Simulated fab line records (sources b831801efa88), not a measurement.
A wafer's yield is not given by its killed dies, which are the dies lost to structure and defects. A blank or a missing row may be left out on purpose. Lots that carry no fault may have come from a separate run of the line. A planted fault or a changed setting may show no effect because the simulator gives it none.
Comparing a struck lot with a sound one ; flow sky130 ; 37 steps out of a route of 708
Sound: the wafers L818.1, L818.5, L818.6. Struck: wafer L827.3. (L827.2, L827.5 of the same lot were not struck and are left out.) The cause comes at the end.
For every step that has rows: the tool of each side, followed by ch and its chambers, followed by its first start. Under that, the readings that differ: sound wafers ; struck wafers ; difference of the means ; sigmas: that difference in standard deviations of wafers without a fault.
alike: a reading whose means differ by less than 2 such deviations, as well as words and numbers matching on both sides. not compared: withheld readings; readings where some wafer has no value; bounds like >300 that might hide an equal value; numbers whose values overlap and for which the record gives no deviation.
A row with sigmas, a row that says differs or no value, or rows on one side alone: a step with any of these is where the two part. Numbers that don't overlap but have no deviation are shown without sigmas and don't part them. Lack of a reading on every wafer of one side parts them only where that side has two or more wafers.

first, 9 steps without rows for these wafers: SKY_VIA3_SPUTTER_20 (material TiN, target thk 20 nm, time 80 s); SKY_VIA3_CVD_21 (deposits W, target thk 390 nm, time 117.31 s); SKY_VIA3_CMP_24 (polishes, stops on SiO2, t overpolish 20 s, target thk 0 nm); SKY_METAL4_SPUTTER_00 (material Ti, target thk 15 nm, time 10 s); SKY_METAL4_SPUTTER_01 (material TiN, target thk 20 nm, time 16.7 s); SKY_METAL4_SPUTTER_02 (material AlCu, target thk 735 nm, time 39.1 s); SKY_METAL4_SPUTTER_03 (material Ti, target thk 5 nm, time 3.3 s); SKY_METAL4_SPUTTER_04 (material TiN, target thk 70 nm, time 58.3 s); SKY_CAP2M_CVD_00 (deposits SiO2, target thk 15.5 nm).
SKY_CAP2M_SPUTTER_02: material TiN, target thk 200 nm, time 166.7 s.
  struck on pvd_sputter-01, day 43 17:27; sound on pvd_sputter-01, day 41 05:37
reading;sound;struck;difference;sigmas
chamber_pressure_pa (Pa);0.4007 0.3994 0.4017;0.4715;+0.0709;+83
throttle_valve_pct (%);29.3 29.4 30.1;27.6;-2.0;-2
model.TiN_of_CAP2M_SPUTTER_02.thk_nm (nm);200.9 202.1 200.3;193.5;-7.6;
SKY_CAP2M_RS_MEAS_03: uses a four-point probe to measure.
  struck on film_metro-04, day 43 17:35; sound on film_metro-04, day 41 05:43
reading;sound;struck;difference;sigmas
CAP2M_TIN_RS (ohm/sq);6.89 6.85 6.92;7.17;+0.28;+4
then, 7 steps without rows for these wafers: SKY_CAP2M_DEHYDRATE_05 (time 60 s); SKY_CAP2M_HMDS_06 (prime time 60 s); SKY_CAP2M_COAT_07 (resist thk 1140 nm); SKY_CAP2M_SOFTBAKE_08 (time 60 s); SKY_CAP2M_EXPOSE_09 (exposes mask CAP2M, target cd 1000 nm); SKY_CAP2M_PEB_10; SKY_CAP2M_DEVELOP_11 (develop time 60 s).
SKY_CAP2M_METAL_ETCH_13: etches TiN in Cl2/BCl3, stops on SiO2, target depth 220 nm, time 62.9 s.
  sound on rie_metal-02 ch 0,1, day 42 05:00; struck on rie_metal-04 ch 1, day 44 16:00
reading;sound;struck;difference;sigmas
oes_product_au (a.u.);0.944 0.944 0.946;0.919;-0.026;-4
model.etch.depth_nm (nm);200.9 202.1 200.3;193.5;-7.6;
model.CAP2M.feature_depth_nm (nm);200.9 202.1 200.3;193.5;-7.6;
  alike: drypump_motor_current_A, throttle_valve_pct
  not compared: rf_hours_counter_h
then, 16 steps without rows for these wafers: SKY_CAP2M_STRIP_14 (strips in O2/N2); SKY_CAP2M_STRIP_15 (strips in post etch residue remover, time 1200 s); SKY_CAP2M_CLEAN_16 (cleans in IPA, time 180 s); SKY_CAP2M_CLEAN_17 (cleans in O3/DIW); SKY_METAL4_DEHYDRATE_05 (time 60 s); SKY_METAL4_HMDS_06 (prime time 60 s); SKY_METAL4_COAT_07 (resist thk 60 nm); SKY_METAL4_COAT_08 (resist thk 1140 nm); SKY_METAL4_SOFTBAKE_09 (time 90 s); SKY_METAL4_EXPOSE_10 (exposes mask MM4, target cd 300 nm); SKY_METAL4_PEB_11; SKY_METAL4_DEVELOP_12 (develop time 60 s); SKY_METAL4_DESCUM_15 (chemistry O2, time 8 s); SKY_METAL4_ETCH_16 (etches BARC in N2/H2, stops on SiO2, time 88.2 s, target depth 60 nm); SKY_METAL4_ETCH_17 (etches SiO2 in C4F8/O2/Ar, stops on TiN, time 3.9 s, target depth 15 nm); SKY_METAL4_METAL_ETCH_18 (etches the open film in Cl2/BCl3, stops on SiO2, target depth 845 nm, time 183.1 s).
SKY_METAL4_STRIP_20: strips in post etch residue remover, time 1200 s.
  sound on wet_bench-04 ch 1, day 43 05:16; struck on wet_bench-04 ch 3, day 45 15:14
reading;sound;struck;difference;sigmas
model.TiN_of_CAP2M_SPUTTER_02.thk_nm (nm);200.1 201.3 199.4;192.7;-7.6;
  alike: temp_c
-- the record jumps here: 4 days lie between the struck wafers' starts before and after (it left off in module METAL4 and takes up again in module PAD_OPEN, whose first step shown is number 708 of the route) --
SKY_PAD_OPEN_PROBE_99:
  struck on prober-01, day 49 04:02; sound on prober-02, day 47 00:22
reading;sound;struck;difference;sigmas
killed_at_other;2 1 2;0;-2;-3
model.etest.cap_mim2.plate_ohm_sq;6.01 6.016 5.969;6.191;+0.193;
  alike: defect_limited_yield, killed_at_M0_to_M3, killed_at_M4_up, killed_at_contacts, killed_at_front_end, killed_dies, killed_open, killed_short, sort_bin_3_pad_short, sort_bin_5_function, sort_bin_6_memory, sort_n_pass, sort_yield_pct

## WHERE THEY PART
At SKY_CAP2M_SPUTTER_02 first; at SKY_PAD_OPEN_PROBE_99 last (within this record only).

WHY: the cause the simulator had injected
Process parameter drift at SKY_CAP2M_SPUTTER_02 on pvd_sputter-01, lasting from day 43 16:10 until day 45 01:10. Setting chamber_pressure_pa shifted by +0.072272 from 0.4. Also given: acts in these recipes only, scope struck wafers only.
